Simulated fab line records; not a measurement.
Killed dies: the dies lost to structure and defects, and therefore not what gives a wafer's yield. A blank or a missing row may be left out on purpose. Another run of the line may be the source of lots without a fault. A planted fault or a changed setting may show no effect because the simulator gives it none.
Problem report, 8D (eight disciplines) form, completed by code || flow sky130 || the parts of the form that need people (team, actions taken, sign-off) are left out

1. THE ISSUE
Wafers without a fault read 0.946 a.u. with a standard deviation of 0.0048, while oes-product-au at SKY_VIA3_ETCH_15 averages 0.993 a.u. across 2 wafers of 1 lot. That is +9.8 standard deviations from the usual mean.
The step: etches SiO2 in C4F8/O2/Ar, stops on TiN, target depth 507 nm, time 78 s.
The first sign was on wafer L314.1 at day 40 13:07, on rie-diel-01. The record has a number at this step for 36 wafers belonging to 12 lots. The rule behind "out" and "out of limits": a value lying over 4 standard deviations away from the usual mean. Any other wafer with a number is counted as sound.

2. WHAT IT IS; WHAT IT IS NOT
{"question": "which readings at this step", "is": "oes-product-au", "is not": "-"}
{"question": "which lots", "is": "L314", "is not": "L312, L313, L319, L324, L325, L326, L327, L328, L332, L333, L335"}
{"question": "which wafers of those lots", "is": "L314.1, L314.6", "is not": "L314.2"}
{"question": "read on which tools", "is": "rie-diel-01", "is not": "rie-diel-02, rie-diel-03"}
{"question": "when", "is": "from day 40 13:07", "is not": "up to then (7 sound wafers); but 27 sound wafers of L319, L324, L325, L326, L327, L328, L332, L333, L335 came after"}

3. THE SUSPECTS, EACH WITH WHAT RULES IT OUT
Counting: any tool at a process step up to the reading remains a suspect provided it ran every lot that is out. Sound lots after the first of them don't rule it out here, since some wafers of a struck lot are sound.
- cmp-01 at SKY_VIA3_CMP_02 (polishes SiO2): kept. The lot that is out, L314, ran on it at day 39 12:05; the last sound lot it ran before that was L312, at day 39 03:04.
- rie-diel-01 at SKY_VIA3_ETCH_14 (etches BARC in N2/H2, stops on SiO2, time 45.9 s, target depth 60 nm): kept. It ran the lot that is out, L314 (day 40 13:04).
- rie-diel-01 at SKY_VIA3_ETCH_15 (etches SiO2 in C4F8/O2/Ar, stops on TiN, target depth 507 nm, time 78 s): kept. It ran the lot that is out, L314 (day 40 13:07). Out on those wafers are its own readings of oes-product-au.
- Within cmp-01 at SKY_VIA3_CMP_02: the wafers that are out ran in chamber 0; their sound lot-mates ran in chamber 2.
- Within rie-diel-01 at SKY_VIA3_ETCH_14: the wafers that are out ran in chamber 3; their sound lot-mates ran in chamber 0.
- Within rie-diel-01 at SKY_VIA3_ETCH_15: the wafers that are out ran in chamber 3; their sound lot-mates ran in chamber 0.
The count leaves cmp-01 at SKY_VIA3_CMP_02, rie-diel-01 at SKY_VIA3_ETCH_14, and rie-diel-01 at SKY_VIA3_ETCH_15.

4. THE CAUSE (what the simulator had put in)
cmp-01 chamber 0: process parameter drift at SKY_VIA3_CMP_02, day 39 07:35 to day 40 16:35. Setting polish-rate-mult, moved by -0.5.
This tool is one of the 3 suspects left after counting.

5. THE EFFECT CHAIN, in route order
Each row: a reading whose mean over the struck wafers that have a number lies more than 3 standard deviations from the usual. Only readings whose record carries a usual standard deviation are examined. hours: median over the lots of the time between each lot's start at the first step of this table that gives one and its start at this step. sigmas: the change, counted in usual standard deviations.
{"hours": 0, "step": "SKY_VIA3_ETCH_15", "reading": "oes-product-au", "usual": "0.946 a.u.", "on struck wafers": 0.993, "change": "+0.047", "sigmas": "+9.8"}
The process steps in it:
- SKY_VIA3_ETCH_15: etches SiO2 in C4F8/O2/Ar, stops on TiN, target depth 507 nm, time 78 s.
At these later measuring or inspecting steps, every struck wafer for which the step has a row has a number for every such reading, and none has moved that far: SKY_CAP2M_THK_MEAS_01.

6. WHAT WOULD HAVE CAUGHT IT SOONER
In this record the first reading out of limits was taken at day 40 13:07, 30 hours after the fault began at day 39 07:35.
No tool reading at SKY_VIA3_CMP_02 that has a usual standard deviation in the record was out on any struck wafer, so an alarm limit of 4 standard deviations on those readings would not have fired.
The start of SKY_VIA3_CMP_02 on cmp-01 came by day 40 13:07 for every one of the lots that are out (1). A hold on the tool at that time would have spared none of them.
